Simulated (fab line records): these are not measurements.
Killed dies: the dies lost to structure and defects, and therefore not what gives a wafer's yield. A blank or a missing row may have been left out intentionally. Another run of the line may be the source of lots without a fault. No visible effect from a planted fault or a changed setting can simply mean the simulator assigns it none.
The same fault as seen by 2 desks :: flow sky130 :: each desk has only its own numbers; what lay behind them comes last

## TOOL OWNER'S DESK, rie_diel-04
The tool's own readings at SKY_VIA2_ETCH_14 (etches BARC in N2/H2, stops on SiO2, time 45.9 s, target depth 60 nm): means of the sampled wafers that have a number, for each lot that ran on this tool. If a lot's mean is further than 4 standard deviations from the usual mean, the lot is out of limits and carries the mark OUT (the distance appears in the brackets).
Columns: A = drypump_motor_current_A at SKY_VIA2_ETCH_14, usual 5.8 A; B = oes_product_au at SKY_VIA2_ETCH_14, usual 0.855 a.u.; C = rf_fwd_power_W at SKY_VIA2_ETCH_14, usual 494.5 W; D = throttle_valve_pct at SKY_VIA2_ETCH_14, usual 13.225 %
lot: L232
first seen here: day 36 21:04
A: 5.7
B: 0.855
C: 491.7
D: 13.220

lot: L244
first seen here: day 41 00:59
A: 5.5
B: 0.856
C: 519.8 (+11) OUT
D: 13.231

lot: L246
first seen here: day 41 09:34
A: 5.7
B: 0.856
C: 520.4 (+11) OUT
D: 13.228
This desk finds L244, L246 out of limits, L244 being first, at day 41 00:59 (rf_fwd_power_W at SKY_VIA2_ETCH_14). In limits: L232.

## METROLOGY DESK
Means of the sampled wafers that have a number, per lot and without regard to the tool the lot ran on: this is what the gauges read. If a lot's mean is further than 4 standard deviations from the usual mean, the lot is out of limits and carries the mark OUT (the distance appears in the brackets).
Columns: A = VIA2_BOW at SKY_VIA2_BOW_MEAS_03, usual 88 um; B = cd_nm at SKY_VIA2_CD_MEAS_12, usual 200.0 nm; C = VIA2_OVL at SKY_VIA2_OVL_MEAS_13, usual 1 nm
lot: L232
first seen here: day 35 18:11
A: 91
B: 199.8
C: 1

lot: L235
first seen here: day 37 03:46
A: 85
B: 198.1
C: -2

lot: L244
first seen here: day 40 00:23
A: 89
B: 200.3
C: -7

lot: L246
first seen here: day 40 09:07
A: 87
B: 201.9
C: 7

lot: L249
first seen here: day 41 07:45
A: 85
B: 198.7
C: -2

lot: L252
first seen here: day 42 16:58
A: 86
B: 202.5
C: 1
Finding of this desk: none of the 6 lots has anything out of limits.

## BROUGHT TOGETHER
An alarm could have come from the tool owner's desk at day 41 00:59, on L244, L246.
Nothing out of limits was seen by the metrology desk.
The metrology desk holds a record of L244, L246, inside its limits.
Every lot named ran SKY_VIA2_ETCH_14 on rie_diel-04.

## WHAT THE SIMULATOR PUT IN
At SKY_VIA2_ETCH_14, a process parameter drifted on rie_diel-04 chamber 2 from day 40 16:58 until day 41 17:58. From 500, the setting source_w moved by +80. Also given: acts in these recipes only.
Shown lots that were struck: L244, L246.
Time in hours from fault onset to the first out-of-limits reading at each desk: the tool owner's desk, 8.
